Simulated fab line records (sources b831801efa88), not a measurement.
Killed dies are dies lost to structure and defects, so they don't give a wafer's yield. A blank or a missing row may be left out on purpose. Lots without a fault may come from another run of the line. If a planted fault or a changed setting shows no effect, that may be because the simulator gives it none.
A single fault, viewed from 2 desks	flow sky130	every desk sees just its own numbers, and what lay behind them comes last

== THE METROLOGY DESK ==
What the gauges read for every lot (on any tool): the sampled wafers with a number, averaged. If a lot's mean is further than 4 standard deviations from the usual mean, the lot is out of limits and carries the mark OUT (the distance appears in the brackets).
Columns: A = LOCAL_INTERCONNECT_TIN_RS at SKY_LOCAL_INTERCONNECT_RS_MEAS_01, usual 14.17 ohm/sq; B = LOCAL_INTERCONNECT_TIN_THK at SKY_LOCAL_INTERCONNECT_THK_MEAS_02, usual 98.5 nm; C = cd nm at SKY_LOCAL_INTERCONNECT_CD_MEAS_11, usual 169.9 nm; D = LOCAL_INTERCONNECT_OVL at SKY_LOCAL_INTERCONNECT_OVL_MEAS_12, usual 4 nm
lot	first seen here	A	B	C	D
L456	day 29 12:08	14.23	97.8	169.3	8
L457	day 29 16:33	14.40	97.0	170.1	8
L466	day 33 01:09	14.02	99.9	169.5	3
L468	day 33 11:41	14.52	96.0	166.9	1
L470	day 34 02:07	14.14	98.8	172.6	8
L473	day 34 22:28	14.34	97.2	169.0	7
This desk found nothing out of limits on any of the 6 lots.

== AT THE TOOL OWNER'S DESK: rie metal-01 ==
The tool's own readings at SKY_LOCAL_INTERCONNECT_ETCH_13 (etches BARC in N2/H2, stops on SiO2, time 45.9 s, target depth 60 nm): means of the sampled wafers that have a number, for each lot that ran on this tool. If a lot's mean is further than 4 standard deviations from the usual mean, the lot is out of limits and carries the mark OUT (the distance appears in the brackets).
Columns: A = bias w at SKY_LOCAL_INTERCONNECT_ETCH_13, usual 100.02 W; B = drypump motor current A at SKY_LOCAL_INTERCONNECT_ETCH_13, usual 5.72 A; C = oes product au at SKY_LOCAL_INTERCONNECT_ETCH_13, usual 0.854 a.u.; D = throttle valve pct at SKY_LOCAL_INTERCONNECT_ETCH_13, usual 13.225 %
lot	first seen here	A	B	C	D
L456	day 30 16:24	99.66	5.79	0.853	13.232
L466	day 34 03:37	107.73 (+26) OUT	5.60	0.854	13.221
L468	day 34 14:17	107.96 (+26) OUT	5.40	0.852	13.228
This desk's finding: out of limits on L466, L468; first on L466, day 34 03:37 (bias w at SKY_LOCAL_INTERCONNECT_ETCH_13). In limits: L456.

== PUT TOGETHER ==
The tool owner's desk could have raised an alarm at day 34 03:37, on L466, L468.
Nothing out of limits was seen by the metrology desk.
The metrology desk holds a record of L466, L468, inside its limits.
Every lot named ran SKY_LOCAL_INTERCONNECT_ETCH_13 on rie metal-01.

== WHAT THE SIMULATOR HAD INSERTED ==
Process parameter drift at SKY_LOCAL_INTERCONNECT_ETCH_13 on rie metal-01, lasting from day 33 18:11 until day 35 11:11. Setting bias w shifted by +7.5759 from 100. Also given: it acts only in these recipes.
Lots struck among those shown: L466, L468.
Delay in hours, fault start to first out-of-limits reading, by desk: the tool owner's desk at 9.
